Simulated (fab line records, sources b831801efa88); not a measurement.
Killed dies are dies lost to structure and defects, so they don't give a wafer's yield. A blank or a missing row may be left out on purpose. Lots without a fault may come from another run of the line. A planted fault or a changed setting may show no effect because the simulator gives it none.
One fault seen from 2 desks | flow gf180mcu | each desk has only its own numbers; what lay behind them comes last

THE TOOL OWNER'S DESK: pvd_sputter-01
The tool's own readings at GF_TOP_METAL_SPUTTER_02 (material AlCu, target thk 900 nm, time 47.82 s): means of the sampled wafers that have a number, for each lot that ran on this tool. A lot is out of limits, marked OUT, if its mean lies more than 4 standard deviations from the usual mean; the brackets give that distance.
Columns: A = throttle_valve_pct at GF_TOP_METAL_SPUTTER_02, usual 29.8 %
lot  | first seen here | A
L459 | day 27 11:48    | 29.9
L478 | day 32 20:36    | 29.7
L480 | day 33 11:10    | 30.0
This desk's finding: nothing out of limits on any of the 3 lots.

THE METROLOGY DESK
What the gauges read, lot by lot, whatever tool the lot ran on: means of the sampled wafers that have a number. A lot is out of limits, marked OUT, if its mean lies more than 4 standard deviations from the usual mean; the brackets give that distance.
Columns: A = V5_W_RS at GF_V5_RS_MEAS_24, usual 0.328 ohm/sq; B = V5_W_THK at GF_V5_THK_MEAS_25, usual 351 nm; C = TOP_METAL_ALCU_RS at GF_TOP_METAL_RS_MEAS_05, usual 0.0329 ohm/sq; D = TOP_METAL_ALCU_THK at GF_TOP_METAL_THK_MEAS_06, usual 880 nm; E = cd_nm at GF_TOP_METAL_CD_MEAS_14, usual 441.0 nm; F = TOP_METAL_OVL at GF_TOP_METAL_OVL_MEAS_15, usual 0.1 nm
lot  | first seen here | A     | B   | C      | D   | E     | F
L458 | day 26 23:01    | 0.326 | 358 | 0.0329 | 871 | 439.4 | 0.9
L459 | day 27 11:02    | 0.327 | 357 | 0.0332 | 867 | 438.6 | -1.3
L463 | day 28 21:56    | 0.324 | 351 | 0.0328 | 879 | 441.3 | -1.3
L465 | day 29 06:14    | 0.330 | 344 | 0.0330 | 875 | 441.8 | 0.5
L478 | day 32 19:59    | 0.334 | 348 | 0.0322 | 900 | 443.1 | -0.2
L480 | day 33 10:36    | 0.329 | 350 | 0.0327 | 883 | 441.3 | -1.9
This desk's finding: nothing out of limits on any of the 6 lots.

PUT TOGETHER
The tool owner's desk saw nothing out of limits.
The metrology desk saw nothing out of limits.

WHAT THE SIMULATOR HAD PUT IN
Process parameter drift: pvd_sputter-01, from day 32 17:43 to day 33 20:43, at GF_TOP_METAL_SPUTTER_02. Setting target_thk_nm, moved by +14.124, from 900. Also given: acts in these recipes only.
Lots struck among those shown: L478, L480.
